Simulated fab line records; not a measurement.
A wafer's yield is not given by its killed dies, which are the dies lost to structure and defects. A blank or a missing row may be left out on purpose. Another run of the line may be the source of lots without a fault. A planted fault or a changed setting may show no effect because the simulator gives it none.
Which tool did it? :: flow sfq_line :: Sampling: 7 lots, 21 wafers, 4 of 325 route steps

== WHAT EACH GAUGE READ, for each wafer ==
SFQ_JJ_OVL_MEAS_931.
lot: L825
measured: day 52 02:22
on: overlay-01
J5_OVL (nm): -7 -2 -3

lot: L829
measured: day 59 13:01
on: overlay-01
J5_OVL (nm): 2 2 1

lot: L835
measured: day 65 14:34
on: overlay-01
J5_OVL (nm): -3 -4 -2

lot: L837
measured: day 66 05:16
on: overlay-01
J5_OVL (nm): -2 -2 -1

lot: L841
measured: day 68 17:25
on: overlay-01
J5_OVL (nm): -1 5 -2

lot: L843
measured: day 69 16:50
on: overlay-02
J5_OVL (nm): 0 11 2

lot: L845
measured: day 70 02:14
on: overlay-01
J5_OVL (nm): -1 -3 3

== TOOL THAT RAN EACH LOT (tool first, then ch and the chambers of the sampled wafers, then the start) ==
lot: L825
SFQ_TRILAYER_M3_BARC_OPEN_METAL_ETCH_100: rie_metal-04 ch 0,1, day 44 21:31
SFQ_TRILAYER_I3_CMP_CMP_082: cmp-02 ch 0,1,3, day 45 03:50
SFQ_TRILAYER_M4_ETCH_METAL_ETCH_096: rie_metal-04 ch 0,1, day 51 12:34

lot: L829
SFQ_TRILAYER_M3_BARC_OPEN_METAL_ETCH_100: rie_metal-02 ch 0,1, day 46 15:25
SFQ_TRILAYER_I3_CMP_CMP_082: cmp-01 ch 2,3, day 46 20:38
SFQ_TRILAYER_M4_ETCH_METAL_ETCH_096: rie_metal-03 ch 0,1, day 58 13:39

lot: L835
SFQ_TRILAYER_M3_BARC_OPEN_METAL_ETCH_100: rie_metal-04 ch 0,1, day 48 08:08
SFQ_TRILAYER_I3_CMP_CMP_082: cmp-02 ch 0,1,2, day 48 14:04
SFQ_TRILAYER_M4_ETCH_METAL_ETCH_096: rie_metal-03 ch 1, day 60 00:40

lot: L837
SFQ_TRILAYER_M3_BARC_OPEN_METAL_ETCH_100: rie_metal-01 ch 0,1, day 54 06:58
SFQ_TRILAYER_I3_CMP_CMP_082: cmp-01 ch 0,2,3, day 54 09:00
SFQ_TRILAYER_M4_ETCH_METAL_ETCH_096: rie_metal-03 ch 1, day 60 07:50

lot: L841
SFQ_TRILAYER_M3_BARC_OPEN_METAL_ETCH_100: rie_metal-02 ch 0,1, day 56 18:01
SFQ_TRILAYER_I3_CMP_CMP_082: cmp-01 ch 2,3, day 56 19:03
SFQ_TRILAYER_M4_ETCH_METAL_ETCH_096: rie_metal-03 ch 0,1, day 62 19:08

lot: L843
SFQ_TRILAYER_M3_BARC_OPEN_METAL_ETCH_100: rie_metal-02 ch 1, day 57 09:46
SFQ_TRILAYER_I3_CMP_CMP_082: cmp-02 ch 1,2, day 57 11:35
SFQ_TRILAYER_M4_ETCH_METAL_ETCH_096: rie_metal-03 ch 0, day 63 09:16

lot: L845
SFQ_TRILAYER_M3_BARC_OPEN_METAL_ETCH_100: rie_metal-01 ch 0,1, day 58 02:40
SFQ_TRILAYER_I3_CMP_CMP_082: cmp-02 ch 0,1,3, day 58 05:29
SFQ_TRILAYER_M4_ETCH_METAL_ETCH_096: rie_metal-03 ch 0,1, day 63 21:16
- SFQ_TRILAYER_M3_BARC_OPEN_METAL_ETCH_100: etches BARC in O2, target depth 125 nm, time 41.7 s.
- SFQ_TRILAYER_I3_CMP_CMP_082: polishes SiO2.
- SFQ_TRILAYER_M4_ETCH_METAL_ETCH_096: etches Nb in Cl2/Ar, stops on SiO2, target depth 240 nm, time 120 s.

== THE ANSWER, worked out from the rows above alone ==
Rule: the lots themselves supply what counts as usual. Put in order of their means at a reading, lots are off if they are a third of the lots or fewer, leave a main group of 4 or more, and stand apart from it by a gap of 3 or more times the standard deviation of the main group's means; of several such gaps the widest counts. Not used: any main group whose means are identical at the precision the tables above print for the reading. A lot without any number at a reading at which 4 lots or more have one is off too. Where the step has rows for the other lots, those lots are counted as sound.
Across all readings shown, no lot is off: no conclusion can be drawn from this.

== WHAT THE SIMULATOR HAD PUT IN ==
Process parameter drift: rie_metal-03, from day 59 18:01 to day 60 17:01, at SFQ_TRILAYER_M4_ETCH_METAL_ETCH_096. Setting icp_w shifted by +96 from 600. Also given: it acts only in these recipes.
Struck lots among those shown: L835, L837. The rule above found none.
